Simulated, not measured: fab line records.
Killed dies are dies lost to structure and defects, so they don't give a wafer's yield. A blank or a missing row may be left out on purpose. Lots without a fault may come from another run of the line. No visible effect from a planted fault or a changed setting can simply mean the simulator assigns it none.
What tool caused it? / flow gf180mcu / 36 wafers from 12 lots sampled at 4 of the route's 602 steps

## WHAT EACH GAUGE READ, for each wafer
GF_M3_RS_MEAS_05: measures by four-point-probe.
lot=L527; measured=day 20 17:52; on=film_metro-03; M3_ALCU_RS (ohm/sq)=0.0694 0.0695 0.0686
lot=L528; measured=day 20 23:41; on=film_metro-02; M3_ALCU_RS (ohm/sq)=0.0687 0.0696 0.0697
lot=L531; measured=day 22 18:55; on=film_metro-03; M3_ALCU_RS (ohm/sq)=0.0693 0.0690 0.0694
lot=L534; measured=day 23 12:25; on=film_metro-02; M3_ALCU_RS (ohm/sq)=0.0703 0.0698 0.0701
lot=L533; measured=day 23 17:04; on=film_metro-03; M3_ALCU_RS (ohm/sq)=0.0706 0.0701 0.0712
lot=L536; measured=day 24 16:03; on=film_metro-03; M3_ALCU_RS (ohm/sq)=0.0699 0.0705 0.0701
lot=L538; measured=day 25 01:08; on=film_metro-03; M3_ALCU_RS (ohm/sq)=0.0703 0.0705 0.0703
lot=L539; measured=day 25 02:07; on=film_metro-03; M3_ALCU_RS (ohm/sq)=0.0694 0.0698 0.0695
lot=L540; measured=day 25 12:41; on=film_metro-03; M3_ALCU_RS (ohm/sq)=0.0693 0.0690 0.0693
lot=L548; measured=day 27 21:07; on=film_metro-03; M3_ALCU_RS (ohm/sq)=0.0696 0.0696 0.0704
lot=L550; measured=day 28 11:35; on=film_metro-03; M3_ALCU_RS (ohm/sq)=0.0696 0.0698 0.0695
lot=L549; measured=day 28 13:17; on=film_metro-03; M3_ALCU_RS (ohm/sq)=0.0696 0.0691 0.0690

## WHAT TOOL EACH LOT RAN ON (gives the tool, then ch and the chambers of the sampled wafers, and finally the start)
lot=L527; GF_V2_CVD_02=pecvd-01 ch 0,1, day 19 15:19; GF_V2_STRIP_18=plasma_asher-03 ch 0,1, day 20 16:17; GF_V2_CMP_26=cmp-01 ch 0,3, day 20 17:21
lot=L528; GF_V2_CVD_02=pecvd-02 ch 0,1,2, day 19 20:43; GF_V2_STRIP_18=plasma_asher-04 ch 0,1, day 20 22:14; GF_V2_CMP_26=cmp-01 ch 0,1,3, day 20 23:13
lot=L531; GF_V2_CVD_02=pecvd-01 ch 0,1,2, day 21 16:04; GF_V2_STRIP_18=plasma_asher-03 ch 0,1, day 22 17:14; GF_V2_CMP_26=cmp-01 ch 0,1,3, day 22 18:23
lot=L534; GF_V2_CVD_02=pecvd-04 ch 0,2, day 22 10:45; GF_V2_STRIP_18=plasma_asher-04 ch 0,1, day 23 10:53; GF_V2_CMP_26=cmp-01 ch 0,1, day 23 11:52
lot=L533; GF_V2_CVD_02=pecvd-02 ch 0,1,2, day 22 15:16; GF_V2_STRIP_18=plasma_asher-02 ch 0,1, day 23 15:35; GF_V2_CMP_26=cmp-01 ch 2,3, day 23 16:33
lot=L536; GF_V2_CVD_02=pecvd-04 ch 0,1,2, day 23 15:02; GF_V2_STRIP_18=plasma_asher-04 ch 0,1, day 24 14:37; GF_V2_CMP_26=cmp-01 ch 1,2,3, day 24 15:32
lot=L538; GF_V2_CVD_02=pecvd-01 ch 1,2, day 24 00:22; GF_V2_STRIP_18=plasma_asher-02 ch 0,1, day 24 23:35; GF_V2_CMP_26=cmp-01 ch 0,2, day 25 00:37
lot=L539; GF_V2_CVD_02=pecvd-04 ch 0,2, day 24 01:23; GF_V2_STRIP_18=plasma_asher-02 ch 0,1, day 25 00:40; GF_V2_CMP_26=cmp-01 ch 1,2,3, day 25 01:41
lot=L540; GF_V2_CVD_02=pecvd-04 ch 0,2, day 24 12:10; GF_V2_STRIP_18=plasma_asher-04 ch 0,1, day 25 11:08; GF_V2_CMP_26=cmp-01 ch 0,1,2, day 25 12:11
lot=L548; GF_V2_CVD_02=pecvd-04 ch 0,1, day 26 21:42; GF_V2_STRIP_18=plasma_asher-02 ch 0,1, day 27 19:40; GF_V2_CMP_26=cmp-02 ch 1,2,3, day 27 20:37
lot=L550; GF_V2_CVD_02=pecvd-02 ch 1,2, day 27 12:40; GF_V2_STRIP_18=plasma_asher-03 ch 0,1, day 28 10:08; GF_V2_CMP_26=cmp-02 ch 0,2, day 28 11:04
lot=L549; GF_V2_CVD_02=pecvd-01 ch 0,1, day 27 14:58; GF_V2_STRIP_18=plasma_asher-04 ch 0,1, day 28 11:50; GF_V2_CMP_26=cmp-02 ch 1,2,3, day 28 12:46
- GF_V2_CVD_02: deposits SiO2 from TEOS, target thk 850 nm, time 94.851 s.
- GF_V2_STRIP_18: strips in O2/N2.
- GF_V2_CMP_26: polishes, stops on SiO2, t overpolish 15 s, target thk 0 nm.

## AS READ BY THE TOOLS THEMSELVES (means over the sampled wafers that have a number; for cases with no such wafer, the mark the record gives instead)
GF_V2_CVD_02.
lot=L527; tool=pecvd-01; heater_power_outer_w (W)=326; heater_power_w (W)=565
lot=L528; tool=pecvd-02; heater_power_outer_w (W)=430; heater_power_w (W)=709
lot=L531; tool=pecvd-01; heater_power_outer_w (W)=354; heater_power_w (W)=611
lot=L534; tool=pecvd-04; heater_power_outer_w (W)=292; heater_power_w (W)=552
lot=L533; tool=pecvd-02; heater_power_outer_w (W)=414; heater_power_w (W)=690
lot=L536; tool=pecvd-04; heater_power_outer_w (W)=366; heater_power_w (W)=658
lot=L538; tool=pecvd-01; heater_power_outer_w (W)=347; heater_power_w (W)=614
lot=L539; tool=pecvd-04; heater_power_outer_w (W)=263; heater_power_w (W)=558
lot=L540; tool=pecvd-04; heater_power_outer_w (W)=271; heater_power_w (W)=529
lot=L548; tool=pecvd-04; heater_power_outer_w (W)=330; heater_power_w (W)=652
lot=L550; tool=pecvd-02; heater_power_outer_w (W)=388; heater_power_w (W)=657
lot=L549; tool=pecvd-01; heater_power_outer_w (W)=344; heater_power_w (W)=610

GF_V2_STRIP_18.
lot=L527; tool=plasma_asher-03; drypump_motor_current_A (A)=5.6; heater_power_w (W)=300; n2_flow_sccm (sccm)=299.1; oes_product_au (a.u.)=0.596; platen_temp_c (C)=250.20
lot=L528; tool=plasma_asher-04; drypump_motor_current_A (A)=5.6; heater_power_w (W)=377; n2_flow_sccm (sccm)=300.7; oes_product_au (a.u.)=0.593; platen_temp_c (C)=250.11
lot=L531; tool=plasma_asher-03; drypump_motor_current_A (A)=5.4; heater_power_w (W)=303; n2_flow_sccm (sccm)=299.9; oes_product_au (a.u.)=0.599; platen_temp_c (C)=250.13
lot=L534; tool=plasma_asher-04; drypump_motor_current_A (A)=6.0; heater_power_w (W)=393; n2_flow_sccm (sccm)=299.9; oes_product_au (a.u.)=0.596; platen_temp_c (C)=250.06
lot=L533; tool=plasma_asher-02; drypump_motor_current_A (A)=6.2; heater_power_w (W)=324; n2_flow_sccm (sccm)=298.6; oes_product_au (a.u.)=0.598; platen_temp_c (C)=250.16
lot=L536; tool=plasma_asher-04; drypump_motor_current_A (A)=6.1; heater_power_w (W)=387; n2_flow_sccm (sccm)=299.2; oes_product_au (a.u.)=0.596; platen_temp_c (C)=250.11
lot=L538; tool=plasma_asher-02; drypump_motor_current_A (A)=5.9; heater_power_w (W)=331; n2_flow_sccm (sccm)=300.5; oes_product_au (a.u.)=0.593; platen_temp_c (C)=249.95
lot=L539; tool=plasma_asher-02; drypump_motor_current_A (A)=5.9; heater_power_w (W)=335; n2_flow_sccm (sccm)=299.8; oes_product_au (a.u.)=0.593; platen_temp_c (C)=249.92
lot=L540; tool=plasma_asher-04; drypump_motor_current_A (A)=6.0; heater_power_w (W)=386; n2_flow_sccm (sccm)=299.4; oes_product_au (a.u.)=0.597; platen_temp_c (C)=250.11
lot=L548; tool=plasma_asher-02; drypump_motor_current_A (A)=5.9; heater_power_w (W)=333; n2_flow_sccm (sccm)=299.2; oes_product_au (a.u.)=0.593; platen_temp_c (C)=250.09
lot=L550; tool=plasma_asher-03; drypump_motor_current_A (A)=5.5; heater_power_w (W)=307; n2_flow_sccm (sccm)=300.2; oes_product_au (a.u.)=0.596; platen_temp_c (C)=249.82
lot=L549; tool=plasma_asher-04; drypump_motor_current_A (A)=5.6; heater_power_w (W)=372; n2_flow_sccm (sccm)=301.0; oes_product_au (a.u.)=0.592; platen_temp_c (C)=250.09

GF_V2_CMP_26.
lot=L527; tool=cmp-01; motor_current_A (A)=10.5; overpolish_run_s (s)=14.999; time_to_endpoint_s (s)=82
lot=L528; tool=cmp-01; motor_current_A (A)=10.3; overpolish_run_s (s)=14.998; time_to_endpoint_s (s)=84
lot=L531; tool=cmp-01; motor_current_A (A)=10.6; overpolish_run_s (s)=14.992; time_to_endpoint_s (s)=84
lot=L534; tool=cmp-01; motor_current_A (A)=11.0; overpolish_run_s (s)=14.996; time_to_endpoint_s (s)=84
lot=L533; tool=cmp-01; motor_current_A (A)=11.2; overpolish_run_s (s)=15.004; time_to_endpoint_s (s)=84
lot=L536; tool=cmp-01; motor_current_A (A)=11.2; overpolish_run_s (s)=14.999; time_to_endpoint_s (s)=84
lot=L538; tool=cmp-01; motor_current_A (A)=12.3; overpolish_run_s (s)=16.821; time_to_endpoint_s (s)=84
lot=L539; tool=cmp-01; motor_current_A (A)=10.5; overpolish_run_s (s)=16.818; time_to_endpoint_s (s)=84
lot=L540; tool=cmp-01; motor_current_A (A)=11.3; overpolish_run_s (s)=16.817; time_to_endpoint_s (s)=87
lot=L548; tool=cmp-02; motor_current_A (A)=10.8; overpolish_run_s (s)=14.995; time_to_endpoint_s (s)=84
lot=L550; tool=cmp-02; motor_current_A (A)=12.5; overpolish_run_s (s)=15.004; time_to_endpoint_s (s)=91
lot=L549; tool=cmp-02; motor_current_A (A)=11.1; overpolish_run_s (s)=14.992; time_to_endpoint_s (s)=85

## THE ANSWER, worked out from the rows above alone
Rule: what is usual is taken from the lots themselves. Put in order of their means at a reading, lots are off if they are a third of the lots or fewer, leave a main group of 4 or more, and stand apart from it by a gap of 3 or more times the standard deviation of the main group's means; of several such gaps the widest counts. If all means in a main group match to the digits the tables above print for the reading, that group is not used. A lot without any number at a reading at which 4 lots or more have one is off too. Any other lot the step has rows for is counted as sound. Order of review: gauges by route order, followed by the tools' own readings, for which a lot's mean as printed above is used. At the first step where some lot is off, the reading lying furthest off is the one used; lots without a number count as furthest.
Off at GF_V2_CMP_26 (overpolish_run_s): L538, L539, L540. Main group: mean 14.998 s, sd 0.0042.
If a tool, at that step or one of the process steps before it, ran each lot that is off and ran no sound lot following the first of them, it fits. One fits: GF_V2_CMP_26 on cmp-01. Its last sound lot is L536 (day 24 15:32), its first lot that is off L538 (day 25 00:37): a fault that began between those two fits.
On the lots that are off, the tool's own readings at GF_V2_CMP_26 differ by more than 5 times the standard deviation of the sound lots' means, which bears it out; overpolish_run_s reads 16.819 s there versus 14.998 s on the sound lots.

## WHAT HAD BEEN PUT IN BY THE SIMULATOR
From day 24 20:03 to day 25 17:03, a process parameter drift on cmp-01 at GF_V2_CMP_26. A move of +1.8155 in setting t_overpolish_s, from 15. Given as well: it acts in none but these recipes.
Lots struck among those shown: L538, L539, L540. The rule above reached the same finding.
